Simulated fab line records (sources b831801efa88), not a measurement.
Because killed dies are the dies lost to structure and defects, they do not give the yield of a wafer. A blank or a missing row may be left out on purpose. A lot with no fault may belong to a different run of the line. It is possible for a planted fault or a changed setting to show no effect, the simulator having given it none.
fab line records	flow sky130
[record] lots = 24	wafers = 72	lastDay = 50
route steps=708 shown FIELD_ISO@16 VT_ADJUST_LVTN@106 VT_ADJUST_PCH@152 CONTACT@421 METAL5@676
lots that met no fault: taken from a fault-free run of the same line
startH: the number of hours between the record's first day and the start of the first shown wafer of the lot	waitH: how many hours have passed since the lot's step before this one	" unchanged from the row above	L1.1+2: a single row standing in for several wafers	- value missing, or start not given	* or withheld: withheld	< > ~ a bound
route shown NAME@n: a module of which the file shows steps, and the number in the route of the first	usual: average and standard deviation across the fault-free wafers	same: alike in all rows	chamber/n: place in a boat	sites: each site's reading	_std_site: the standard deviation of these	_edge_site: outer sites' mean less inner sites'	radiusMm: for every site, how far away it sits from the centre of the wafer	mask NAME#n: copy n	behind: the last tool/chamber to shape the wafer	hold: reason for holding the lot/hours on hold/outcome of the hold	device: names the non-switching transistor (n, p or np)	end of line: the route-end tests of the same wafers	where a step has no rows: the recipe by itself	killed: at the first sort, the dies lost to defects and structure; wafer yield is something else	map: a wafer's dies, x killed, . not, _ none there
set.NAME: setting as actually run; set.NAME@STEP: the setting as run at that earlier step	model.NAME: the simulator's own value behind a step, which no gauge read
route steps across a sampled set of lots; one table per step, one row per wafer
services: from which hour (startH, from the record's first day; less than 0 if before it) a tool's chamber was out of use, for how many hours, and why
[[steps]]
[step SKY_FIELD_ISO_ETCH_15]
[recipe] chemistry = CHF3/O2	targetDepthNm = 180	stopOn = Si	sourceW = 600	biasW = 200	pressureMtorr = 40	chf3FlowSccm = 50	O2_flow_sccm = 5	timeS = 72
[usual] drypumpMotorCurrentA = 5.9/0.47	oesProductAu = 0.947/0.007	throttleValvePct = 8.845/0.0093
lot.wafer	tool	chamber	startH	waitH	drypumpMotorCurrentA	oesProductAu	rfHoursCounterH	throttleValvePct
L074.2	rieDiel-04	1	28.73	0.0	6.6	0.948	26	8.833
L074.3	"	2	"	"	5.4	0.954	92	8.840
L074.6	"	3	"	"	6.0	0.947	-	8.845
L075.3	rieDiel-02	0	34.33	0.0	6.4	0.944	174	8.846
L075.4	"	2	"	"	5.4	0.947	86	8.847
L075.5	"	0	"	"	6.3	0.952	-	8.845
L076.1	rieDiel-03	1	38.91	0.0	5.4	0.945	66	8.836
L076.3	"	0	"	"	6.2	0.951	162	8.837
L076.4	"	3	"	"	5.9	0.957	129	8.847
L077.1	rieDiel-02	2	45.63	0.0	5.4	0.950	86	8.846
L077.2	"	1	"	"	6.0	0.941	162	8.827
L077.6	"	1	"	"	6.1	0.951	-	8.848
L078.1	rieDiel-04	1	54.36	0.0	6.6	0.951	27	8.832
L078.3	"	2	"	"	5.4	0.960	93	8.851
L078.4	"	0	"	"	6.4	0.948	0	8.830
L079.2	rieDiel-02	2	54.73	0.0	5.4	0.947	87	8.845
L079.4	"	3	"	"	6.4	0.945	-	8.851
L079.6	"	3	"	"	6.4	0.953	-	8.872
L080.4	rieDiel-03	3	62.46	0.0	5.9	0.962	130	8.866
L080.5	"	0	"	"	6.1	0.964	-	8.861
L080.6	"	3	"	"	5.9	0.953	-	8.854
L081.2	rieDiel-03	3	64.86	0.0	5.9	0.937	130	8.840
L081.3	"	1	"	"	5.4	0.942	66	8.833
L081.6	"	1	"	"	5.4	0.939	-	8.822
L082.1	rieDiel-04	1	69.03	0.0	6.6	0.939	27	8.841
L082.3	"	3	"	"	6.1	0.945	12	8.848
L082.5	"	1	"	"	6.6	0.945	-	8.857
L083.1	rieDiel-04	0	74.63	0.0	6.4	0.947	1	8.833
L083.2	"	1	"	"	6.6	0.936	27	8.846
L083.3	"	2	"	"	5.4	0.943	93	8.845
L084.1	rieDiel-02	1	81.43	0.0	6.0	0.953	163	8.842
L084.2	"	2	"	"	5.3	0.956	87	8.847
L084.4	"	0	"	"	6.3	0.951	0	8.877
L085.2	rieDiel-04	1	85.53	0.0	6.6	0.938	27	8.851
L085.5	"	1	"	"	6.6	0.933	-	8.844
L085.6	"	2	"	"	5.5	0.932	-	8.837
L086.2	rieDiel-03	1	90.38	0.0	5.4	0.948	67	8.852
L086.3	"	0	"	"	6.1	0.952	163	8.843
L086.6	"	0	"	"	6.2	0.949	-	8.840
L087.2	rieDiel-02	2	95.46	0.0	5.5	0.955	88	8.845
L087.4	"	1	"	"	6.0	0.956	-	8.839
L087.5	"	2	"	"	5.4	0.959	-	8.832
L088.4	rieDiel-04	0	103.81	0.0	6.4	0.945	1	8.866
L088.5	"	2	"	"	5.4	0.937	-	8.850
L088.6	"	3	"	"	6.0	0.938	-	8.837
L089.2	rieDiel-04	1	107.23	0.0	6.6	0.947	28	8.845
L089.3	"	3	"	"	5.9	0.931	13	8.840
L089.6	"	1	"	"	6.6	0.939	-	8.843
L090.1	rieDiel-03	3	113.81	0.0	5.9	0.952	131	8.852
L090.2	"	1	"	"	5.4	0.955	68	8.847
L090.4	"	3	"	"	5.9	0.942	-	8.848
L091.2	rieDiel-02	2	116.86	0.0	5.4	0.955	88	8.839
L091.4	"	3	"	"	6.3	0.950	-	8.837
L091.5	"	0	"	"	6.3	0.954	-	8.855
L092.1	rieDiel-04	2	123.76	0.0	5.4	0.953	94	8.841
L092.4	"	0	"	"	6.4	0.952	1	8.826
L092.6	"	3	"	"	6.0	0.943	-	8.846
L093.1	rieDiel-04	2	128.21	0.0	5.4	0.943	94	8.850
L093.5	"	3	"	"	6.0	0.951	-	8.837
L093.6	"	2	"	"	5.4	0.947	-	8.845
L094.1	rieDiel-02	2	132.23	0.0	5.4	0.942	88	8.847
L094.2	"	0	"	"	6.4	0.939	1	8.849
L094.6	"	2	"	"	5.4	0.948	-	8.856
L095.2	rieDiel-03	0	137.48	0.0	6.2	0.947	0	8.858
L095.3	"	1	"	"	5.4	0.954	68	8.860
L095.5	"	2	"	"	5.1	0.950	-	8.844
L096.2	rieDiel-02	0	142.93	0.0	6.4	0.948	1	8.852
L096.3	"	3	"	"	6.4	0.945	104	8.859
L096.4	"	1	"	"	6.0	0.940	0	8.849
L097.2	rieDiel-03	0	147.51	0.0	6.1	0.941	1	8.837
L097.3	"	2	"	"	5.1	0.948	146	8.837
L097.4	"	1	"	"	5.4	0.948	69	8.848
[step SKY_VT_ADJUST_LVTN_STRIP_09]
[recipe] chemistry = O2/N2	powerW = 1400	pressureMtorr = 1500	platenTempC = withheld	o2FlowSccm = 3000	n2FlowSccm = 300	overashFraction = 0.5
[usual] drypumpMotorCurrentA = 5.3/0.3	oesProductAu = 0.722/0.0042	stripTimeToEndpointS = 36.90/0.11
lot.wafer	tool	chamber	startH	waitH	drypumpMotorCurrentA	oesProductAu	rfHoursCounterH	stripTimeToEndpointS
L074.2	plasmaAsher-04	0	147.81	0.1	5.1	0.717	28	36.80
L074.3	"	1	"	"	5.3	0.726	-	36.67
L074.6	"	0	"	"	5.1	0.718	-	36.74
L075.3	plasmaAsher-04	0	154.84	0.1	5.2	0.721	-	36.80
L075.4	"	1	"	"	5.3	0.723	-	36.77
L075.5	"	1	"	"	5.3	0.724	-	36.79
L076.1	plasmaAsher-01	0	156.76	0.1	4.8	0.731	50	36.89
L076.3	"	1	"	"	5.4	0.732	-	36.98
L076.4	"	0	"	"	4.8	0.721	-	36.96
L077.1	plasmaAsher-02	1	160.65	0.1	5.8	0.722	4	36.94
L077.2	"	0	"	"	5.5	0.720	4	36.83
L077.6	"	1	"	"	5.8	0.724	-	36.88
L078.1	plasmaAsher-04	1	172.41	0.1	5.3	0.719	30	37.01
L078.3	"	1	"	"	5.2	0.722	-	36.86
L078.4	"	0	"	"	5.1	0.720	-	36.99
L079.2	plasmaAsher-04	0	177.35	0.1	5.1	0.721	31	36.82
L079.4	"	1	"	"	5.3	0.723	-	36.79
L079.6	"	0	"	"	5.1	0.724	-	36.82
L080.4	plasmaAsher-04	1	181.49	0.1	5.3	0.724	-	36.96
L080.5	"	1	"	"	5.3	0.721	-	36.84
L080.6	"	0	"	"	5.1	0.725	-	36.83
L081.2	plasmaAsher-01	0	185.65	0.1	4.8	0.723	53	36.99
L081.3	"	0	"	"	4.8	0.725	-	37.07
L081.6	"	1	"	"	5.4	0.718	-	37.03
L082.1	plasmaAsher-01	0	190.41	0.1	4.8	0.724	53	36.80
L082.3	"	0	"	"	4.8	0.723	-	36.89
L082.5	"	0	"	"	4.8	0.715	-	36.91
L083.1	plasmaAsher-01	1	199.80	0.1	5.4	0.720	54	36.91
L083.2	"	0	"	"	4.8	0.724	54	36.78
L083.3	"	1	"	"	5.4	0.724	-	36.81
L084.1	plasmaAsher-02	1	206.50	0.1	5.7	0.714	8	36.91
L084.2	"	0	"	"	5.5	0.728	8	36.88
L084.4	"	1	"	"	5.7	0.725	-	36.98
L085.2	plasmaAsher-01	1	213.29	0.1	5.4	0.713	56	36.95
L085.5	"	1	"	"	5.5	0.729	-	36.94
L085.6	"	0	"	"	4.8	0.722	-	37.13
L086.2	plasmaAsher-04	1	219.30	0.1	5.2	0.726	35	36.76
L086.3	"	1	"	"	5.3	0.717	-	36.97
L086.6	"	1	"	"	5.2	0.724	-	37.05
L087.2	plasmaAsher-02	0	228.41	0.1	5.5	0.723	10	36.85
L087.4	"	0	"	"	5.5	0.726	-	36.83
L087.5	"	1	"	"	5.8	0.722	-	36.83
L088.4	plasmaAsher-01	1	233.42	0.1	5.4	0.731	-	36.96
L088.5	"	1	"	"	5.5	0.724	-	36.96
L088.6	"	0	"	"	4.8	0.728	-	37.04
L089.2	plasmaAsher-01	0	237.61	0.1	4.8	0.721	58	37.06
L089.3	"	0	"	"	4.8	0.727	-	37.04
L089.6	"	0	"	"	4.8	0.729	-	37.02
L090.1	plasmaAsher-01	1	245.70	0.1	5.4	0.720	59	37.10
L090.2	"	0	"	"	4.8	0.724	59	36.98
L090.4	"	0	"	"	4.8	0.725	-	36.90
L091.2	plasmaAsher-04	1	250.84	0.1	5.3	0.726	36	37.08
L091.4	"	1	"	"	5.2	0.728	-	37.04
L091.5	"	0	"	"	5.1	0.722	-	36.96
L092.1	plasmaAsher-02	0	261.15	0.1	5.6	0.718	14	36.72
L092.4	"	0	"	"	5.5	0.730	-	36.85
L092.6	"	0	"	"	5.5	0.716	-	36.78
L093.1	plasmaAsher-02	1	263.49	0.1	5.7	0.728	14	36.78
L093.5	"	1	"	"	5.8	0.725	-	36.76
L093.6	"	0	"	"	5.6	0.729	-	36.85
L094.1	plasmaAsher-04	0	274.19	0.1	5.1	0.723	38	36.92
L094.2	"	1	"	"	5.3	0.725	38	36.87
L094.6	"	0	"	"	5.1	0.721	-	36.93
L095.2	plasmaAsher-02	0	279.09	0.1	5.6	0.726	16	36.88
L095.3	"	0	"	"	5.6	0.727	-	37.02
L095.5	"	1	"	"	5.7	0.721	-	36.88
L096.2	plasmaAsher-01	0	282.65	0.1	4.8	0.726	63	36.68
L096.3	"	1	"	"	5.4	0.723	-	36.59
L096.4	"	0	"	"	4.8	0.714	-	36.79
L097.2	plasmaAsher-02	0	288.56	0.1	5.6	0.726	17	36.87
L097.3	"	0	"	"	5.5	0.724	-	36.89
L097.4	"	1	"	"	5.7	0.723	-	36.80
[step SKY_VT_ADJUST_PCH_STRIP_09]
[recipe] chemistry = O2/N2	powerW = 1400	pressureMtorr = 1500	platenTempC = withheld	o2FlowSccm = 3000	n2FlowSccm = 300	overashFraction = 0.5
[usual] drypumpMotorCurrentA = 5.3/0.39	oesProductAu = 0.723/0.0045	stripTimeToEndpointS = 36.93/0.09
lot.wafer	tool	chamber	startH	waitH	drypumpMotorCurrentA	oesProductAu	rfHoursCounterH	stripTimeToEndpointS
L074.2	plasmaAsher-01	1	232.41	0.1	5.5	0.729	58	36.88
L074.3	"	0	"	"	4.8	0.729	-	36.76
L074.6	"	1	"	"	5.5	0.739	-	36.88
L075.3	plasmaAsher-01	1	240.82	0.1	5.4	0.717	-	36.90
L075.4	"	0	"	"	4.8	0.725	-	36.93
L075.5	"	1	"	"	5.4	0.724	-	36.87
L076.1	plasmaAsher-01	0	242.61	0.1	4.8	0.721	59	36.75
L076.3	"	1	"	"	5.4	0.725	-	36.82
L076.4	"	0	"	"	4.8	0.726	-	36.89
L077.1	plasmaAsher-01	0	248.56	0.1	4.8	0.724	60	37.12
L077.2	"	1	"	"	5.4	0.722	60	37.00
L077.6	"	0	"	"	4.8	0.721	-	37.12
L078.1	plasmaAsher-01	0	260.66	0.1	4.8	0.726	61	37.08
L078.3	"	1	"	"	5.4	0.728	-	36.99
L078.4	"	0	"	"	4.8	0.718	-	36.98
L079.2	plasmaAsher-04	1	268.29	0.1	5.3	0.716	38	36.96
L079.4	"	1	"	"	5.3	0.716	-	36.93
L079.6	"	1	"	"	5.3	0.714	-	36.82
L080.4	plasmaAsher-04	1	272.54	0.1	5.3	0.723	-	36.97
L080.5	"	1	"	"	5.3	0.727	-	37.09
L080.6	"	0	"	"	5.1	0.723	-	37.01
L081.2	plasmaAsher-03	1	277.91	0.1	5.9	0.725	60	36.89
L081.3	"	1	"	"	5.9	0.724	-	36.82
L081.6	"	1	"	"	5.9	0.722	-	36.82
L082.1	plasmaAsher-04	0	283.29	0.1	5.1	0.719	39	36.78
L082.3	"	1	"	"	5.2	0.723	-	36.87
L082.5	"	0	"	"	5.1	0.718	-	36.82
L083.1	plasmaAsher-03	0	294.16	0.1	6.0	0.724	62	36.95
L083.2	"	1	"	"	5.9	0.717	62	37.07
L083.3	"	1	"	"	5.9	0.721	-	37.00
L084.1	plasmaAsher-04	0	302.31	0.1	5.1	0.729	41	36.92
L084.2	"	1	"	"	5.2	0.726	41	36.74
L084.4	"	1	"	"	5.3	0.717	-	36.87
L085.2	plasmaAsher-01	1	309.26	0.1	5.4	0.727	66	36.87
L085.5	"	0	"	"	4.8	0.724	-	36.82
L085.6	"	1	"	"	5.5	0.716	-	36.90
L086.2	plasmaAsher-04	1	316.91	0.1	5.3	0.716	42	37.03
L086.3	"	0	"	"	5.1	0.721	-	36.96
L086.6	"	1	"	"	5.3	0.724	-	36.99
L087.2	plasmaAsher-03	1	327.16	0.1	5.9	0.723	65	36.97
L087.4	"	0	"	"	6.0	0.722	-	36.97
L087.5	"	0	"	"	6.0	0.722	-	36.91
L088.4	plasmaAsher-04	0	333.89	0.1	5.1	0.724	-	36.99
L088.5	"	1	"	"	5.3	0.721	-	36.96
L088.6	"	0	"	"	5.1	0.712	-	36.88
L089.2	plasmaAsher-01	1	339.54	0.2	5.4	0.726	69	36.85
L089.3	"	1	"	"	5.5	0.728	-	37.00
L089.6	"	1	"	"	5.4	0.726	-	36.92
L090.1	plasmaAsher-01	0	347.06	0.1	4.8	0.721	70	37.04
L090.2	"	1	"	"	5.4	0.717	70	37.14
L090.4	"	1	"	"	5.5	0.717	-	36.96
L091.2	plasmaAsher-01	1	353.66	0.1	5.4	0.725	71	36.94
L091.4	"	1	"	"	5.4	0.720	-	36.93
L091.5	"	1	"	"	5.4	0.727	-	36.94
L092.1	plasmaAsher-04	1	365.91	0.1	5.3	0.724	48	36.96
L092.4	"	0	"	"	5.1	0.721	-	36.87
L092.6	"	1	"	"	5.3	0.720	-	36.84
L093.1	plasmaAsher-01	0	370.56	0.1	4.8	0.724	73	36.90
L093.5	"	0	"	"	4.8	0.724	-	36.88
L093.6	"	1	"	"	5.4	0.727	-	36.82
L094.1	plasmaAsher-04	1	379.24	0.1	5.3	0.720	49	36.94
L094.2	"	0	"	"	5.1	0.720	49	36.96
L094.6	"	0	"	"	5.1	0.726	-	36.89
L095.2	plasmaAsher-01	1	386.91	0.1	5.4	0.717	75	36.93
L095.3	"	1	"	"	5.5	0.717	-	36.86
L095.5	"	1	"	"	5.5	0.720	-	37.04
L096.2	plasmaAsher-03	0	390.81	0.1	6.0	0.730	69	37.07
L096.3	"	1	"	"	5.9	0.736	-	37.08
L096.4	"	0	"	"	6.0	0.726	-	37.03
L097.2	plasmaAsher-03	1	396.76	0.1	5.8	0.727	69	36.91
L097.3	"	0	"	"	6.0	0.717	-	36.98
L097.4	"	1	"	"	5.9	0.718	-	37.04
[step SKY_VT_ADJUST_PCH_TW_MEAS_10]
[usual] VT_ADJUST_PCH_TW = 141.6/1.6
lot.wafer	tool	chamber	startH	waitH	VT_ADJUST_PCH_TW
L074.2	filmMetro-03	-	232.52	0.1	140.5
L074.3	"	-	"	"	140.5
L074.6	"	-	"	"	139.4
L075.3	filmMetro-02	-	240.91	0.1	144.0
L075.4	"	-	"	"	144.0
L075.5	"	-	"	"	143.9
L076.1	filmMetro-01	-	242.71	0.1	141.0
L076.3	"	-	"	"	141.4
L076.4	"	-	"	"	141.1
L077.1	filmMetro-03	-	248.66	0.1	139.6
L077.2	"	-	"	"	140.4
L077.6	"	-	"	"	139.5
L078.1	filmMetro-03	-	260.76	0.1	140.4
L078.3	"	-	"	"	139.4
L078.4	"	-	"	"	140.6
L079.2	filmMetro-02	-	268.40	0.1	144.3
L079.4	"	-	"	"	144.3
L079.6	"	-	"	"	144.5
L080.4	filmMetro-02	-	272.64	0.1	143.4
L080.5	"	-	"	"	144.0
L080.6	"	-	"	"	143.5
L081.2	filmMetro-01	-	278.02	0.1	139.8
L081.3	"	-	"	"	140.7
L081.6	"	-	"	"	139.7
L082.1	filmMetro-03	-	283.39	0.1	140.3
L082.3	"	-	"	"	139.9
L082.5	"	-	"	"	139.9
L083.1	filmMetro-02	-	294.26	0.1	143.6
L083.2	"	-	"	"	143.2
L083.3	"	-	"	"	143.4
L084.1	filmMetro-01	-	302.41	0.1	139.6
L084.2	"	-	"	"	140.0
L084.4	"	-	"	"	140.0
L085.2	filmMetro-02	-	309.37	0.1	142.5
L085.5	"	-	"	"	143.4
L085.6	"	-	"	"	143.7
L086.2	filmMetro-02	-	317.02	0.1	144.0
L086.3	"	-	"	"	142.7
L086.6	"	-	"	"	143.5
L087.2	filmMetro-02	-	327.27	0.1	143.5
L087.4	"	-	"	"	142.4
L087.5	"	-	"	"	142.5
L088.4	filmMetro-03	-	333.99	0.1	141.3
L088.5	"	-	"	"	142.7
L088.6	"	-	"	"	141.2
L089.2	filmMetro-03	-	339.65	0.1	140.7
L089.3	"	-	"	"	140.0
L089.6	"	-	"	"	139.5
L090.1	filmMetro-03	-	347.16	0.1	140.5
L090.2	"	-	"	"	140.7
L090.4	"	-	"	"	140.5
L091.2	filmMetro-01	-	353.77	0.1	140.2
L091.4	"	-	"	"	140.9
L091.5	"	-	"	"	140.0
L092.1	filmMetro-01	-	366.01	0.1	141.0
L092.4	"	-	"	"	141.0
L092.6	"	-	"	"	141.0
L093.1	filmMetro-01	-	370.66	0.1	140.8
L093.5	"	-	"	"	140.9
L093.6	"	-	"	"	140.3
L094.1	filmMetro-02	-	379.34	0.1	144.0
L094.2	"	-	"	"	143.6
L094.6	"	-	"	"	144.1
L095.2	filmMetro-03	-	387.02	0.1	141.5
L095.3	"	-	"	"	141.0
L095.5	"	-	"	"	141.8
L096.2	filmMetro-02	-	390.92	0.1	143.9
L096.3	"	-	"	"	143.8
L096.4	"	-	"	"	144.0
L097.2	filmMetro-01	-	396.87	0.1	139.4
L097.3	"	-	"	"	139.7
L097.4	"	-	"	"	140.2
[step SKY_CONTACT_OVL_MEAS_15]
[usual] CONTACT_OVL = 2/5
lot.wafer	tool	chamber	startH	waitH	CONTACT_OVL[nm]
L074.2	overlay-02	-	742.37	0.1	-5
L074.3	"	-	"	"	-4
L074.6	"	-	"	"	-7
L075.3	overlay-02	-	748.68	0.1	1
L075.4	"	-	"	"	3
L075.5	"	-	"	"	5
L076.1	overlay-02	-	753.14	0.1	5
L076.3	"	-	"	"	1
L076.4	"	-	"	"	1
L077.1	overlay-01	-	759.72	0.1	0
L077.2	"	-	"	"	-1
L077.6	"	-	"	"	7
L078.1	overlay-01	-	772.43	0.1	2
L078.3	"	-	"	"	2
L078.4	"	-	"	"	-1
L079.2	overlay-02	-	778.87	0.1	3
L079.4	"	-	"	"	2
L079.6	"	-	"	"	5
L080.4	overlay-02	-	783.54	0.1	-3
L080.5	"	-	"	"	-11
L080.6	"	-	"	"	-4
L081.2	overlay-01	-	792.04	0.1	-3
L081.3	"	-	"	"	-1
L081.6	"	-	"	"	-1
L082.1	overlay-02	-	796.97	0.1	8
L082.3	"	-	"	"	10
L082.5	"	-	"	"	0
L083.1	overlay-02	-	808.97	0.1	-1
L083.2	"	-	"	"	-6
L083.3	"	-	"	"	-4
L084.1	overlay-02	-	815.72	0.1	9
L084.2	"	-	"	"	6
L084.4	"	-	"	"	5
L085.2	overlay-02	-	831.64	0.1	12
L085.5	"	-	"	"	9
L085.6	"	-	"	"	5
L086.2	overlay-02	-	832.29	0.1	-2
L086.3	"	-	"	"	-2
L086.6	"	-	"	"	5
L087.2	overlay-01	-	839.17	0.1	-2
L087.4	"	-	"	"	4
L087.5	"	-	"	"	5
L088.4	overlay-01	-	848.76	0.1	3
L088.5	"	-	"	"	4
L088.6	"	-	"	"	0
L089.2	overlay-01	-	852.45	0.1	6
L089.3	"	-	"	"	-2
L089.6	"	-	"	"	4
L090.1	overlay-02	-	859.77	0.1	9
L090.2	"	-	"	"	3
L090.4	"	-	"	"	3
L091.2	overlay-02	-	868.82	0.1	8
L091.4	"	-	"	"	8
L091.5	"	-	"	"	9
L092.1	overlay-01	-	877.12	0.1	12
L092.4	"	-	"	"	6
L092.6	"	-	"	"	9
L093.1	overlay-02	-	878.57	0.1	-5
L093.5	"	-	"	"	1
L093.6	"	-	"	"	-1
L094.1	overlay-01	-	892.42	0.1	-2
L094.2	"	-	"	"	-1
L094.6	"	-	"	"	-3
L095.2	overlay-01	-	897.17	0.1	-7
L095.3	"	-	"	"	0
L095.5	"	-	"	"	2
L096.2	overlay-01	-	897.55	0.1	4
L096.3	"	-	"	"	-2
L096.4	"	-	"	"	4
L097.2	overlay-01	-	904.55	0.1	8
L097.3	"	-	"	"	8
L097.4	"	-	"	"	8
[step SKY_METAL5_METAL_ETCH_15]
[recipe] targetDepthA = 12600	stopOn = SiO2	overEtchFrac = 0.2	timeS = 252	chemistry = Cl2/BCl3	resistSidewallDeg = 86	pressureMtorr = 10	icpW = 900	biasW = 48.5	Cl2_flow_sccm = 60	bcl3FlowSccm = 30
[usual] drypumpMotorCurrentA = 5.6/0.53	oesProductAu = 0.894/0.0049	throttleValvePct = 22.263/0.0085
lot.wafer	tool	chamber	startH	waitH	drypumpMotorCurrentA	oesProductAu	rfHoursCounterH	throttleValvePct
L074.2	rieMetal-04	0	1034.52	0.1	6.4	0.889	-	22.260
L074.3	"	0	"	"	6.4	0.879	-	22.261
L074.6	"	0	"	"	6.4	0.898	-	22.268
L075.3	rieMetal-01	0	1042.08	0.1	6.2	0.897	-	22.240
L075.4	"	1	"	"	5.1	0.904	-	22.265
L075.5	"	0	"	"	6.2	0.898	-	22.272
L076.1	rieMetal-03	1	1043.21	0.0	5.5	0.892	9	22.258
L076.3	"	1	"	"	5.5	0.887	-	22.270
L076.4	"	0	"	"	4.9	0.888	-	22.264
L077.1	rieMetal-03	0	1049.66	0.0	4.9	0.896	21	22.267
L077.2	"	1	"	"	5.5	0.887	9	22.263
L077.6	"	0	"	"	4.9	0.889	-	22.268
L078.1	rieMetal-04	1	1057.08	0.0	5.5	0.893	10	22.265
L078.3	"	0	"	"	6.4	0.893	-	22.266
L078.4	"	1	"	"	5.5	0.892	-	22.269
L079.2	rieMetal-04	1	1063.18	0.0	5.5	0.904	10	22.248
L079.4	"	1	"	"	5.5	0.889	-	22.263
L079.6	"	0	"	"	6.4	0.900	-	22.262
L080.4	rieMetal-01	0	1067.96	0.1	6.2	0.898	-	22.270
L080.5	"	0	"	"	6.2	0.889	-	22.263
L080.6	"	1	"	"	5.1	0.902	-	22.263
L081.2	rieMetal-03	1	1075.68	0.0	5.5	0.893	11	22.266
L081.3	"	1	"	"	5.5	0.895	-	22.259
L081.6	"	1	"	"	5.5	0.899	-	22.275
L082.1	rieMetal-04	0	1080.31	0.0	6.4	0.883	5	22.260
L082.3	"	1	"	"	5.5	0.900	-	22.257
L082.5	"	1	"	"	5.5	0.897	-	22.254
L083.1	rieMetal-04	0	1087.71	0.0	6.4	0.902	5	22.267
L083.2	"	1	"	"	5.5	0.898	12	22.268
L083.3	"	0	"	"	6.4	0.899	-	22.259
L084.1	rieMetal-01	1	1093.51	0.0	5.1	0.889	21	22.272
L084.2	"	0	"	"	6.2	0.892	5	22.263
L084.4	"	1	"	"	5.1	0.890	-	22.259
L086.2	rieMetal-01	1	1105.83	0.0	5.1	0.891	22	22.269
L086.3	"	1	"	"	5.1	0.891	-	22.263
L086.6	"	0	"	"	6.2	0.899	-	22.259
L085.2	rieMetal-04	0	1106.76	0.0	6.3	0.900	6	22.250
L085.5	"	0	"	"	6.3	0.893	-	22.257
L085.6	"	1	"	"	5.5	0.893	-	22.259
L087.2	rieMetal-01	0	1110.36	0.0	6.2	0.896	7	22.274
L087.4	"	0	"	"	6.2	0.902	-	22.260
L087.5	"	1	"	"	5.1	0.891	-	22.249
L088.4	rieMetal-03	1	1117.16	0.1	5.5	0.893	-	22.257
L088.5	"	1	"	"	5.5	0.897	-	22.260
L088.6	"	0	"	"	4.9	0.886	-	22.259
L089.2	rieMetal-01	1	1122.26	0.0	5.1	0.897	23	22.266
L089.3	"	1	"	"	5.1	0.889	-	22.255
L089.6	"	0	"	"	6.2	0.885	-	22.249
L090.1	rieMetal-04	1	1126.11	0.0	5.5	0.888	14	22.264
L090.2	"	0	"	"	6.4	0.894	8	22.266
L090.4	"	1	"	"	5.5	0.892	-	22.253
L091.2	rieMetal-03	0	1134.66	0.0	4.9	0.894	27	22.280
L091.4	"	0	"	"	4.9	0.894	-	22.271
L091.5	"	0	"	"	4.9	0.900	-	22.265
L092.1	rieMetal-03	0	1139.63	0.0	4.9	0.899	28	22.275
L092.4	"	1	"	"	5.5	0.884	-	22.261
L092.6	"	1	"	"	5.5	0.895	-	22.261
L093.1	rieMetal-01	1	1142.58	0.0	5.1	0.896	25	22.262
L093.5	"	0	"	"	6.2	0.905	-	22.271
L093.6	"	1	"	"	5.1	0.898	-	22.261
L094.1	rieMetal-01	0	1149.98	0.0	6.2	0.893	10	22.268
L094.2	"	1	"	"	5.1	0.892	26	22.261
L094.6	"	0	"	"	6.2	0.897	-	22.281
L095.2	rieMetal-03	1	1155.55	0.1	5.5	0.897	-	22.242
L095.3	"	1	"	"	5.5	0.897	-	22.270
L095.5	"	1	"	"	5.5	0.895	-	22.264
L096.2	rieMetal-04	1	1156.01	0.0	5.5	0.899	17	22.272
L096.3	"	1	"	"	5.5	0.886	-	22.268
L096.4	"	0	"	"	6.4	0.902	-	22.273
L097.2	rieMetal-01	0	1160.81	0.0	6.2	0.889	12	22.258
L097.3	"	0	"	"	6.2	0.891	-	22.263
L097.4	"	1	"	"	5.1	0.898	-	22.257
[[services]]
tool	chamber	startH	hours	kind
plasmaAsher-04	-	5.41	0.3	repair
plasmaAsher-04	-	61.79	21.6	repair
rieMetal-01	-	75.86	1.4	pm
rieDiel-04	0	83.09	4.5	repair
rieDiel-04	2	112.36	1.3	repair
rieDiel-04	-	133.71	15.6	pm
rieDiel-04	0	159.05	2.1	repair
plasmaAsher-04	-	224.37	14.6	pm
plasmaAsher-04	-	337.75	3.0	repair
plasmaAsher-01	-	421.25	9.0	pm
plasmaAsher-01	-	448.93	1.8	repair
plasmaAsher-04	-	454.71	6.5	repair
plasmaAsher-01	-	574.82	5.5	repair
plasmaAsher-04	-	579.43	1.4	repair
plasmaAsher-04	-	615.75	1.4	repair
plasmaAsher-04	-	627.91	2.8	pm
plasmaAsher-04	-	634.81	35.2	repair
plasmaAsher-04	-	723.89	4.9	repair
plasmaAsher-04	-	744.11	8.0	repair
plasmaAsher-04	-	770.23	3.6	repair
plasmaAsher-04	-	839.73	28.1	pm
plasmaAsher-01	-	1048.08	2.8	pm
plasmaAsher-04	-	1055.25	9.0	pm
plasmaAsher-04	-	1126.10	3.5	repair
[[key]]
fault none
